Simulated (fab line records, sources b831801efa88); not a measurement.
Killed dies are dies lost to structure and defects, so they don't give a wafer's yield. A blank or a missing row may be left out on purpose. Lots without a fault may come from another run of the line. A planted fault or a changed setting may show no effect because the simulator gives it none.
Tool commonality check | flow gf180mcu | 13 lots, 39 wafers sampled

WHY IT WAS OPENED
At GF_SAB_THK_MEAS_01 the reading SAB_CVD_00_THK is flagged on 2 of 13 lots. Wafers without a fault read 50.0 nm, standard deviation 0.64.
Rule: a lot is flagged when every wafer of it that has a number lies more than 4 standard deviations from that mean, or none has a number. The other lots count as sound.

lot  | measured     | on            | SAB_CVD_00_THK (nm), wafer by wafer | flag
L427 | day 14 13:02 | film_metro-01 | 50.0 50.1 50.1                      |
L428 | day 15 00:56 | film_metro-04 | 49.5 49.4 48.3                      |
L430 | day 15 05:02 | film_metro-01 | 49.6 51.3 49.7                      |
L431 | day 15 17:38 | film_metro-01 | 49.4 48.9 50.5                      |
L432 | day 16 02:21 | film_metro-03 | 49.6 49.4 50.8                      |
L434 | day 16 14:30 | film_metro-03 | 49.5 51.6 50.5                      |
L442 | day 19 20:40 | film_metro-04 | 43.5 43.2 44.4                      | FLAGGED
L443 | day 20 01:37 | film_metro-04 | 42.9 42.6 43.3                      | FLAGGED
L444 | day 20 07:22 | film_metro-04 | 50.0 49.2 50.5                      |
L445 | day 20 18:22 | film_metro-04 | 50.4 49.3 51.1                      |
L446 | day 21 04:01 | film_metro-04 | 50.5 50.4 50.2                      |
L447 | day 21 10:10 | film_metro-04 | 50.1 50.7 49.6                      |
L449 | day 22 06:17 | film_metro-03 | 50.1 49.6 50.1                      |
The numbers of the flagged lots are 43.3 nm on average: -6.7 nm against the usual, or -10 standard deviations.

WHICH TOOL RAN EACH LOT
The record holds 1 process step before the reading, out of a route of 602 steps. In each cell: the tool, then ch and the chambers that the sampled wafers went through, then the start.
lot  | flag    | GF_SAB_CVD_00
L427 |         | pecvd-01 ch 0,1, day 14 13:00
L428 |         | pecvd-02 ch 0,1,2, day 15 00:55
L430 |         | pecvd-04 ch 0,2, day 15 05:01
L431 |         | pecvd-04 ch 0,1,2, day 15 17:37
L432 |         | pecvd-02 ch 0,1,2, day 16 02:20
L434 |         | pecvd-01 ch 0,1,2, day 16 14:28
L442 | FLAGGED | pecvd-01 ch 0,1, day 19 20:39
L443 | FLAGGED | pecvd-01 ch 0,1, day 20 01:36
L444 |         | pecvd-02 ch 0,1,2, day 20 07:21
L445 |         | pecvd-04 ch 0,1,2, day 20 18:21
L446 |         | pecvd-04 ch 0,1,2, day 21 04:00
L447 |         | pecvd-02 ch 0,1,2, day 21 10:09
L449 |         | pecvd-04 ch 0,1, day 22 06:15
What these steps do:
- GF_SAB_CVD_00: deposits SiO2 from TEOS, target thk 50 nm, time 4.9302 s.
- GF_SAB_THK_MEAS_01

FLAGGED OVER TOTAL, TOOL BY TOOL (the gauges that took the reading come last)
step               | tool          | lots run | flagged | share of the flagged lots | sound lots run after its first flagged lot
GF_SAB_CVD_00      | pecvd-01      | 4        | 2       | all                       | 0
GF_SAB_CVD_00      | pecvd-02      | 4        | 0       | none                      | -
GF_SAB_CVD_00      | pecvd-04      | 5        | 0       | none                      | -
GF_SAB_THK_MEAS_01 | film_metro-01 | 3        | 0       | none                      | -
GF_SAB_THK_MEAS_01 | film_metro-03 | 3        | 0       | none                      | -
GF_SAB_THK_MEAS_01 | film_metro-04 | 7        | 2       | all                       | 4 (L444,L445,L446,L447)

WHAT THE TABLE ALLOWS
2 rows of the table ran every flagged lot: pecvd-01 at GF_SAB_CVD_00, film_metro-04 at GF_SAB_THK_MEAS_01.
- pecvd-01 at GF_SAB_CVD_00: 2 of its 4 lots flagged. Its last sound lot is L434 (day 16 14:28), its first flagged lot L442 (day 19 20:39): a fault that began between those two fits.
- film_metro-04 at GF_SAB_THK_MEAS_01: 2 of its 7 lots flagged. Sound lots ran on it after the first flagged one (L444, L445, L446, L447), which a lasting fault on the whole tool wouldn't allow.
One tool is left: pecvd-01 at GF_SAB_CVD_00.

WHAT THE SIMULATOR HAD PUT IN
Process parameter drift: pecvd-01, from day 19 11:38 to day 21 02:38, at GF_SAB_CVD_00. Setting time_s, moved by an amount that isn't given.
Lots struck among those shown: L442, L443. The rule above found the same.
